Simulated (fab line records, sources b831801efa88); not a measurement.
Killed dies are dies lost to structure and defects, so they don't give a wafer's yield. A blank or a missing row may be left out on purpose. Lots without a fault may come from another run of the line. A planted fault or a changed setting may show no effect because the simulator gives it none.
Chamber matching | flow sky130 | SKY_CONTACT_ETCH_16 on rie_diel-03: 4 sister chambers
The step etches BARC in N2/H2, stops on SiO2, time 45.9 s, target depth 60 nm. 8 wafers are shown with their chamber, then 9 later ones without.

WAFERS WITH THEIR CHAMBER
wafer  | chamber | oes_product_au (a.u.) | throttle_valve_pct (%)
L079.2 | 2       | 0.855                 | 13.217
L079.4 | 0       | 0.854                 | 13.236
L083.1 | 3       | 0.854                 | 13.217
L084.5 | 3       | 0.849                 | 13.211
L084.6 | 0       | 0.857                 | 13.206
L087.1 | 2       | 0.858                 | 13.232
L087.2 | 1       | 0.860                 | 13.218
L087.6 | 1       | 0.853                 | 13.219

WAFERS WITHOUT THEIR CHAMBER
wafer  | oes_product_au (a.u.) | throttle_valve_pct (%)
L091.4 | 0.856                 | 13.218
L091.5 | 0.862                 | 13.209
L091.6 | 0.850                 | 13.231
L094.1 | 0.857                 | 13.216
L094.3 | 0.861                 | 13.216
L094.6 | 0.859                 | 13.207
L097.2 | 0.862                 | 13.224
L097.3 | 0.859                 | 13.224
L097.6 | 0.861                 | 13.218

WHICH CHAMBER EACH WENT THROUGH
wafer  | from the rows above               | in truth
L091.4 | can't be placed: 1 or 0 or 2 or 3 | 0
L091.5 | can't be placed: 1 or 2 or 0 or 3 | 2
L091.6 | can't be placed: 3 or 0 or 2 or 1 | 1
L094.1 | can't be placed: 1 or 0 or 2 or 3 | 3
L094.3 | can't be placed: 1 or 2 or 0 or 3 | 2
L094.6 | can't be placed: 1 or 0 or 2 or 3 | 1
L097.2 | can't be placed: 2 or 1 or 0 or 3 | 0
L097.3 | can't be placed: 2 or 1 or 0 or 3 | 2
L097.6 | can't be placed: 1 or 2 or 0 or 3 | 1
Placed correctly: 0 of 9. Can't be placed from these rows: 9 (the true chamber is among the candidates in 9). Placed wrongly: 0.
How it was worked out, from the rows above alone: a wafer's distance from a chamber is the root of the sum, over the readings, of the square of ((its reading less the chamber's mean) divided by the reading's scatter). The wafer belongs to the nearest chamber; if the next one is less than 2 further off, it can't be placed. A chamber's mean is the mean of its shown wafers. The scatter: the root of (the sum of the squares of (reading less its chamber's mean) over the shown wafers, divided by (wafers less chambers)).
